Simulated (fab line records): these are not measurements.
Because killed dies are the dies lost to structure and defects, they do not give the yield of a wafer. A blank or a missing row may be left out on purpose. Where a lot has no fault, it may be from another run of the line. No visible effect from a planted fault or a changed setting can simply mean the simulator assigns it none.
Which tool was responsible? -- flow gf180mcu -- 18 wafers from 6 lots sampled at 3 of the route's 602 steps

## WHAT EACH GAUGE READ, for each wafer
GF_HV_LDD_CD_MEAS_19: the cd target is 400 nm.
lot,measured,on,cd-nm (nm)
L962,day 11 00:52,cd-sem-01,398.5 399.6 398.7
L964,day 11 15:10,cd-sem-01,396.6 396.1 396.1
L969,day 13 07:39,cd-sem-01,400.5 399.1 399.1
L975,day 15 03:44,cd-sem-02,429.4 426.7 428.8
L980,day 16 17:45,cd-sem-01,404.3 403.6 401.5
L982,day 17 10:08,cd-sem-01,398.6 400.9 399.0

## WHICH TOOL RAN EACH LOT (tool, then ch and the chambers of the sampled wafers, then the start)
lot,GF_POLY_GATE_ETCH_12,GF_HV_LDD_EXPOSE_16
L962,"rie-diel-03 ch 2,3, day 9 11:52","iline-stepper-01 ch 0, day 10 16:30"
L964,"rie-diel-03 ch 1,2, day 10 01:43","iline-stepper-02 ch 0, day 11 06:28"
L969,"rie-diel-04 ch 0,1,2, day 11 14:43","iline-stepper-02 ch 0, day 12 21:54"
L975,"rie-diel-01 ch 1,2,3, day 13 07:39","iline-stepper-02 ch 0, day 14 17:10"
L980,"rie-diel-04 ch 1,2,3, day 14 19:01","iline-stepper-01 ch 0, day 16 06:02"
L982,"rie-diel-03 ch 1,2, day 15 10:03","iline-stepper-01 ch 0, day 16 22:43"
- GF_POLY_GATE_ETCH_12: etches BARC in N2/H2.
- GF_HV_LDD_EXPOSE_16: exposes mask Pplus LV AREA, target cd 400 nm.

## THE ANSWER, worked out from the rows above alone
Rule: the usual values come from the lots themselves. The widest of any qualifying gaps counts: lots, ordered by their means at a reading, are off when they make up no more than a third of the lots, leave a main group of 4 or more, and stand apart from it by 3 or more times the standard deviation of that group's means. Not used: any main group whose means are identical at the precision the tables above print for the reading. Also off: a lot with no number at a reading for which 4 or more lots have one. All remaining lots with rows at the step are treated as sound.
Off, at GF_HV_LDD_CD_MEAS_19 on cd-nm: L975. Main group: mean 399.5 nm, sd 2.2.
If a tool, at a process step before that reading, ran all the lots that are off and no sound lot after the first of them, it fits. Gauges at GF_HV_LDD_CD_MEAS_19: tried the same way as those tools. Can't be told from this: 3 tools fit, rie-diel-01 at GF_POLY_GATE_ETCH_12, iline-stepper-02 at GF_HV_LDD_EXPOSE_16, cd-sem-02 at GF_HV_LDD_CD_MEAS_19.

## WHAT HAD BEEN PUT IN BY THE SIMULATOR
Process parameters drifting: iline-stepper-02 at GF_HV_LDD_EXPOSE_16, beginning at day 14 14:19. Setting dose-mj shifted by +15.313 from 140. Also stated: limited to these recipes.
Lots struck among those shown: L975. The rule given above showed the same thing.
